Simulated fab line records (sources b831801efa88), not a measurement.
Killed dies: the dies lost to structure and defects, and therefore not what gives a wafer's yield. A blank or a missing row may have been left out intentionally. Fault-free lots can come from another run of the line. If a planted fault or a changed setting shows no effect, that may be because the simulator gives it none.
Comparing a struck lot with a sound one ; flow sky130 ; 16 steps out of a route of 708
Sound: the wafers L949.2, L949.3, L949.4. The struck wafers were L961.1, L961.2, L961.5. At the end, the cause is stated.
Per side, at each step with rows, come the tool, then ch with its chambers, and then its first start. Under that, the readings that differ: sound wafers ; struck wafers ; difference of the means ; sigmas: that difference in standard deviations of wafers without a fault.
alike: words and numbers the same on both sides, and readings whose means are apart by under 2 such deviations; not compared: readings that were withheld, readings missing a value for some wafer, numbers with overlapping values and no deviation given by the record, and bounds like >300 which may hide the same value.
A row with sigmas, a row that says differs or no value, or rows on one side alone: a step with any of these is where the two part. Numbers that don't overlap but have no deviation are shown without sigmas and don't part them. Lack of a reading on every wafer of one side parts them only where that side has two or more wafers.

first, 2 steps without rows for these wafers: SKY_METAL3_PEB_11; SKY_METAL3_DEVELOP_12 (develop time 60 s).
SKY_METAL3_CD_MEAS_13 targets a cd of 300 nm.
  sound: cd sem-02 at day 40 16:48; struck: cd sem-02 at day 44 02:14
  alike: cd nm
SKY_METAL3_OVL_MEAS_14:
  sound: overlay-01 at day 40 16:55; struck: overlay-02 at day 44 02:22
  alike: METAL3_OVL
SKY_METAL3_DESCUM_15: chemistry O2, time 8 s.
  sound on rie metal-04 ch 0,1, day 40 16:56; struck on rie metal-04 ch 0,1, day 44 02:24
  alike: drypump motor current A, he backside leak sccm, oes product au
  not compared: rf hours counter h
SKY_METAL3_ETCH_16: etches BARC in N2/H2, stops on SiO2, time 88.2 s, target depth 60 nm.
  sound on rie metal-04 ch 0,1, day 40 16:58; struck on rie metal-04 ch 0,1, day 44 02:26
  alike: drypump motor current A, he backside leak sccm, oes product au, throttle valve pct
  not compared: rf hours counter h
then, 1 step without rows for these wafers: SKY_METAL3_ETCH_17 (etches SiO2 in C4F8/O2/Ar, stops on TiN, time 3.9 s, target depth 15 nm).
SKY_METAL3_METAL_ETCH_18: etches the open film in Cl2/BCl3, stops on SiO2, target depth 845 nm, time 183.1 s.
  sound on rie metal-02 ch 0,1, day 40 17:05; struck on rie metal-02 ch 0,1, day 44 02:33
  alike: drypump motor current A, he backside leak sccm, oes product au, throttle valve pct
  not compared: rf hours counter h
SKY_METAL3_STRIP_19: strips in O2/N2.
  sound on plasma asher-01 ch 0,1, day 40 17:16; struck on plasma asher-01 ch 0,1, day 44 02:43
  alike: drypump motor current A, oes product au, strip time to endpoint s
  not compared: rf hours counter h
then, 3 steps without rows for these wafers: SKY_METAL3_STRIP_20 (strips in post etch residue remover, time 1200 s); SKY_METAL3_CLEAN_21 (cleans in IPA, time 180 s); SKY_METAL3_CLEAN_22 (cleans in O3/DIW).
SKY_VIA3_HDPCVD_00: deposits SiO2, target thk 1635 nm, time 272.5 s.
  sound on hdpcvd-02 ch 0,2, day 40 17:53; struck on hdpcvd-02 ch 0,1,2, day 44 03:19
reading;sound;struck;difference;sigmas
run length s (s);300.2 300.8 301.1;312.6 312.3 312.8;+11.9;+25
model.SiO2_of_VIA3_HDPCVD_00.thk nm (nm);1643 1625 1625;1713 1695 1681;+65;
SKY_VIA3_THK_MEAS_01:
  sound: film metro-01 at day 40 18:04; struck: film metro-01 at day 44 03:29
reading;sound;struck;difference;sigmas
VIA3_HDPCVD_THK (nm);1643 1625 1624;1712 1696 1680;+65;+3
SKY_VIA3_CMP_02: polishes SiO2.
  sound on cmp-01 ch 1,2,3, day 40 18:25; struck on cmp-01 ch 0,1,3, day 44 03:39
  alike: head pressure psi, motor current A, platen rpm
SKY_PAD_OPEN_PROBE_99:
  sound wafers here have rows in the record (prober-01, day 47 16:21); struck ones have none

WHERE THEY PART
At SKY_VIA3_HDPCVD_00 first; at SKY_PAD_OPEN_PROBE_99 last (within this record only).

WHY: the cause the simulator had injected
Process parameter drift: hdpcvd-02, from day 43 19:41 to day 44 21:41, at SKY_VIA3_HDPCVD_00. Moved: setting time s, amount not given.
